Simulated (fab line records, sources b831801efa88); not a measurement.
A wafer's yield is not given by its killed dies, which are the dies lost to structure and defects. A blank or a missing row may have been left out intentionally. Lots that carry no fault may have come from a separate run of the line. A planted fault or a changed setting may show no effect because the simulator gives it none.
A single fault, viewed from 2 desks || flow gf180mcu || each desk has only its own numbers; what lay behind them comes last

## FROM THE METROLOGY DESK
Means of the sampled wafers that have a number, per lot and without regard to the tool the lot ran on: this is what the gauges read. If a lot's mean is further than 4 standard deviations from the usual mean, the lot is out of limits and carries the mark OUT (the distance appears in the brackets).
Columns: A = DNWELL_TW at GF_DNWELL_TW_MEAS_09, usual 1363; B = cd-nm at GF_POLY_GATE_CD_MEAS_10, usual 279.5 nm
{"lot": "L547", "first seen here": "day 2 18:55", "A": 1334, "B": 279.5}
{"lot": "L551", "first seen here": "day 3 16:53", "A": 1332, "B": 280.7}
{"lot": "L552", "first seen here": "day 3 21:04", "A": 1404, "B": 281.7}
{"lot": "L553", "first seen here": "day 4 02:39", "A": 1337, "B": 279.7}
{"lot": "L554", "first seen here": "day 4 07:14", "A": "1068 (-12) OUT", "B": 279.8}
{"lot": "L555", "first seen here": "day 4 12:24", "A": "1034 (-14) OUT", "B": 280.8}
{"lot": "L561", "first seen here": "day 5 21:20", "A": 1348, "B": 280.2}
{"lot": "L562", "first seen here": "day 6 02:32", "A": 1343, "B": 281.1}
{"lot": "L563", "first seen here": "day 6 07:44", "A": 1379, "B": 278.1}
{"lot": "L564", "first seen here": "day 6 12:56", "A": 1385, "B": 278.6}
{"lot": "L565", "first seen here": "day 6 19:02", "A": 1379, "B": 278.7}
{"lot": "L567", "first seen here": "day 7 06:47", "A": 1350, "B": 276.9}
This desk's finding: out of limits on L554, L555; first on L554, day 4 07:14 (DNWELL_TW at GF_DNWELL_TW_MEAS_09). Within limits: L547, L551, L552, L553, L561, L562, L563, L564, L565, L567.

## THE TOOL OWNER'S DESK: implanter-04
For each lot that ran on this tool, the mean over its sampled wafers that have a number, from the tool's own readings at GF_DNWELL_IMPLANT_07. If a lot's mean is further than 4 standard deviations from the usual mean, the lot is out of limits and carries the mark OUT (the distance appears in the brackets).
Columns: A = dose-ions-cm2 at GF_DNWELL_IMPLANT_07, usual 1e+13; B = faraday-current-uA at GF_DNWELL_IMPLANT_07, usual 56.4
{"lot": "L551", "first seen here": "day 3 16:38", "A": 1e+13, "B": 56.6}
{"lot": "L552", "first seen here": "day 3 20:50", "A": 1e+13, "B": 57.2}
{"lot": "L554", "first seen here": "day 4 06:56", "A": "4e+12 (-99 or more) OUT", "B": "25.4 (-28) OUT"}
{"lot": "L555", "first seen here": "day 4 12:10", "A": "4e+12 (-99 or more) OUT", "B": "25.5 (-28) OUT"}
Finding of this desk: L554, L555 out of limits; the first was L554 at day 4 06:56, on dose-ions-cm2 at GF_DNWELL_IMPLANT_07. Within limits: L551, L552.

## BROUGHT TOGETHER
At day 4 06:56, on L554, L555, the tool owner's desk was in a position to raise an alarm.
Metrology desk: alarm possible at day 4 07:14 on L554, L555.
On implanter-04, each named lot ran GF_DNWELL_IMPLANT_07.

## WHAT WAS PUT IN BY THE SIMULATOR
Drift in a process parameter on implanter-04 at GF_DNWELL_IMPLANT_07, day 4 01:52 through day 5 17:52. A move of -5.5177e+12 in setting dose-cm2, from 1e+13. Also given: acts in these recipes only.
Lots struck among those shown: L554, L555.
Delay (hours) between the fault's onset and each desk's first out-of-limits reading: 5 at the tool owner's desk, 5 at the metrology desk.
